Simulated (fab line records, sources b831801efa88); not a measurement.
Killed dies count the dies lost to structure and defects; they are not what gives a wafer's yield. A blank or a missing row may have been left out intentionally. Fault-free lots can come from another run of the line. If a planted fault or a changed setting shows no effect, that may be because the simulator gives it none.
A struck lot beside a sound one | flow gf180mcu | 15 steps out of a route of 602
Sound: the wafers L910.1, L910.4, L910.6. Struck: wafer L917.2. (L917.1, L917.3 of the same lot were not struck and are left out.) The cause comes at the end.
Each step with rows lists, per side, the tool, then ch with its chambers, then its first start. Under that, the readings that differ: sound wafers | struck wafers | difference of the means | sigmas: that difference in standard deviations of wafers without a fault.
alike: same words and numbers on both sides, and readings whose means sit less than 2 such deviations apart. not compared: any withheld reading, any reading some wafer has no value for, any bound like >300 that may hide the same value, and any number with overlapping values for which the record gives no deviation.
The two part at a step that has a row with sigmas, a row that says differs or no value, or rows on one side only. Numbers that don't overlap but have no deviation are shown without sigmas and don't part them. A reading missing from all wafers of one side parts the sides only when that side holds two or more wafers.

GF_V5_ETCH_16: etches BARC in N2/H2.
  sound on rie-diel-02 ch 0,1, day 28 04:21; struck on rie-diel-04 ch 0, day 30 06:52
  reading                     | sound       | struck | difference | sigmas
  drypump-motor-current-A (A) | 5.5 6.4 6.3 | 5.2    | -0.9       | -2
  alike: h2-flow-sccm, oes-product-au, throttle-valve-pct
GF_V5_ETCH_17: etches SiO2 in C4F8/O2/Ar, stops on TiN, target depth 855 nm.
  sound: rie-diel-02 ch 0,1; struck: rie-diel-04 ch 0
  alike: oes-product-au
then, 3 steps without rows for these wafers: GF_V5_STRIP_18 (strips in O2/N2); GF_V5_STRIP_19 (strips in post etch residue remover, time 1200 s); GF_V5_CLEAN_20 (cleans in DIW).
GF_V5_SPUTTER_21: material Ti, target thk 15 nm, time 80.02 s.
  sound on pvd-sputter-04, day 28 05:02; struck on pvd-sputter-01, day 30 07:34
  alike: cathode-dc-power-W, throttle-valve-pct
then, 1 step without rows for these wafers: GF_V5_SPUTTER_22 (material TiN, target thk 10 nm, time 40 s).
GF_V5_CVD_23: deposits W, target thk 350 nm, time 104.9 s.
  sound on cvd-w-02 ch 0,1, day 28 05:08; struck on cvd-w-01 ch 1, day 30 07:40
  alike: heater-power-w
GF_V5_RS_MEAS_24: a four-point-probe measurement.
  sound on film-metro-01, day 28 05:15; struck on film-metro-01, day 30 07:46
  alike: V5_W_RS
GF_V5_THK_MEAS_25: measures by xrf.
  sound on film-metro-01, day 28 05:22; struck on film-metro-01, day 30 07:53
  alike: V5_W_THK
GF_V5_CMP_26: polishes, stops on SiO2, t overpolish 15 s, target thk 0 nm.
  sound on cmp-02 ch 0,2,3, day 28 05:29; struck on cmp-02 ch 0, day 30 08:00
  reading                | sound    | struck | difference | sigmas
  time-to-endpoint-s (s) | 74 77 78 | 86     | +10        | +2
  alike: motor-current-A, overpolish-run-s, slurry-filter-dp-kPa
then, 1 step without rows for these wafers: GF_TOP_METAL_SPUTTER_00 (material Ti, target thk 37.5 nm, time 150 s).
GF_TOP_METAL_SPUTTER_01: material TiN, target thk 30 nm, time 25 s.
  sound on pvd-sputter-01, day 28 05:50; struck on pvd-sputter-02, day 30 08:21
  reading                                       | sound                | struck | difference | sigmas
  cathode-dc-power-W (W)                        | 6501.2 6500.1 6500.8 | 7109.2 | +608.5     | +99 or more
  model.TiN_of_TOP_METAL_SPUTTER_01.thk-nm (nm) | 30.41 30.37 30.34    | 32.78  | +2.41      |
  alike: throttle-valve-pct
then, 1 step without rows for these wafers: GF_TOP_METAL_SPUTTER_02 (material AlCu, target thk 900 nm, time 47.82 s).
GF_PASSIVATION_PROBE_99:
  sound wafers here have rows in the record (prober-01, day 29 23:32); struck ones have none

## WHERE THEY PART
At GF_V5_ETCH_16 first; at GF_PASSIVATION_PROBE_99 last (within this record only).

WHY: what had been put in by the simulator
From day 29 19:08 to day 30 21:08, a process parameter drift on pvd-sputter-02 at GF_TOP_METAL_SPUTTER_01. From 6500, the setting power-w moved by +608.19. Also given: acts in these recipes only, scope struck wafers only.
